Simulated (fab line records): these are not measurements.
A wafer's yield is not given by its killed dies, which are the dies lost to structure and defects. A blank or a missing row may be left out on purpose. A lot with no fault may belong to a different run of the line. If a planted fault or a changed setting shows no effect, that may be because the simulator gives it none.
A lot that was struck, set against a sound lot    flow sky130    22 out of 708 route steps
Sound: wafers L622.2, L622.3, L622.4. Struck: wafer L632.4 (L632.3, L632.5, from the same lot, were not struck and are left out); the cause is given at the end.
Order at every step that has rows: each side's tool, ch and its chambers, its first start. Under that, the readings that differ: sound wafers    struck wafers    difference of the means    sigmas: that difference in standard deviations of wafers without a fault.
alike: same words and numbers on both sides, and readings whose means sit less than 2 such deviations apart. not compared: any withheld reading, any reading some wafer has no value for, any bound like >300 that may hide the same value, and any number with overlapping values for which the record gives no deviation.
Wherever a step has rows on one side only, a row that says differs or no value, or a row with sigmas, the two part there. Numbers that don't overlap but have no deviation are shown without sigmas and don't part them. A reading missing from all wafers of one side parts the sides only when that side holds two or more wafers.

SKY_SD_N_RTA_14: time 2 s.
  sound on rtp_anneal-01 ch 0, day 28 18:50; struck on rtp_anneal-01 ch 0, day 32 06:23
  alike: anneal_temp_c_max, lamp_power_pct, wafer_temp_C_max
SKY_SD_N_RS_MEAS_16: measures by four-point-probe.
  sound: film_metro-02 at day 28 19:01; struck: film_metro-02 at day 32 06:35
  alike: SD_N_RS
SKY_SD_N_RS_MEAS_17: measures by four-point-probe.
  sound: film_metro-02 at day 28 19:08; struck: film_metro-02 at day 32 06:42
  alike: SD_P_RS
SKY_SD_N_RS_MEAS_18: measures by four-point-probe.
  sound: film_metro-02 at day 28 19:15; struck: film_metro-02 at day 32 06:49
  alike: RES_XHIGH_RS
then, 2 steps without rows for these wafers: SKY_SALICIDE_CLEAN_00 (cleans in HF-last, time 30 s); SKY_LI_CONTACT_HDPCVD_00 (deposits PSG, target thk 930 nm, time 155 s).
SKY_LI_CONTACT_THK_MEAS_01:
  sound: film_metro-01 at day 28 19:29; struck: film_metro-04 at day 32 07:02
  alike: LI_CONTACT_HDPCVD_THK
SKY_LI_CONTACT_CMP_02: polishes PSG.
  sound on cmp-01 ch 0,1,3, day 28 19:32; struck on cmp-01 ch 2, day 32 07:08
reading                 sound           struck  difference  sigmas
time_to_endpoint_s (s)  33.1 27.1 27.9  36.3    +6.9        +2
  alike: edge_zone_pressure_frac, motor_current_A, platen_rpm
SKY_LI_CONTACT_BOW_MEAS_03:
  sound: film_metro-01 at day 28 19:51; struck: film_metro-04 at day 32 07:25
  alike: LI_CONTACT_BOW
then, 2 steps without rows for these wafers: SKY_LI_CONTACT_DEHYDRATE_04 (time 60 s); SKY_LI_CONTACT_HMDS_05 (prime time 60 s).
SKY_LI_CONTACT_COAT_06: resist thk 60 nm.
  sound on litho_track-01 ch 0, day 29 10:14; struck on litho_track-03 ch 0, day 32 19:32
then, 5 steps without rows for these wafers: SKY_LI_CONTACT_COAT_07 (resist thk 450 nm); SKY_LI_CONTACT_SOFTBAKE_08 (time 90 s); SKY_LI_CONTACT_EXPOSE_09 (exposes mask LICM1, target cd 170 nm); SKY_LI_CONTACT_PEB_10; SKY_LI_CONTACT_DEVELOP_11 (develop time 60 s).
SKY_LI_CONTACT_CD_MEAS_12: target cd 170 nm.
  sound: cd_sem-01 at day 30 00:15; struck: cd_sem-01 at day 33 10:13
  alike: cd_nm
SKY_LI_CONTACT_OVL_MEAS_13:
  sound: overlay-02 at day 30 00:22; struck: overlay-01 at day 33 10:19
  alike: LI_CONTACT_OVL
SKY_LI_CONTACT_ETCH_14: etches BARC in N2/H2, stops on SiO2, time 45.9 s, target depth 60 nm.
  sound on rie_diel-01 ch 0,1,3, day 30 00:23; struck on rie_diel-04 ch 3, day 33 10:20
reading                   sound              struck  difference  sigmas
h2_flow_sccm (sccm)       200.1 200.3 200.0  198.3   -1.8        -3
oes_product_au (a.u.)     0.849 0.850 0.860  0.842   -0.011      -2
model.etch.depth_nm (nm)  59.94 59.82 59.86  58.34   -1.53       
  alike: bias_w, chamber_pressure_mTorr, drypump_motor_current_A, throttle_valve_pct
  not compared: rf_hours_counter_h
SKY_LI_CONTACT_ETCH_15: etches PSG in C4F8/O2/Ar, stops on Si, target depth 600 nm.
  sound on rie_diel-01 ch 0,1,3, day 30 00:26; struck on rie_diel-04 ch 3, day 33 10:23
  alike: bias_w, chamber_pressure_mTorr, oes_product_au
SKY_PAD_OPEN_PROBE_99:
  the record has rows for the sound wafers here (prober-01, day 46 11:21) and none for the struck ones

## WHERE THEY PART
Last at SKY_PAD_OPEN_PROBE_99 as far as this record goes, first at SKY_LI_CONTACT_CMP_02.

WHY: the cause the simulator had injected
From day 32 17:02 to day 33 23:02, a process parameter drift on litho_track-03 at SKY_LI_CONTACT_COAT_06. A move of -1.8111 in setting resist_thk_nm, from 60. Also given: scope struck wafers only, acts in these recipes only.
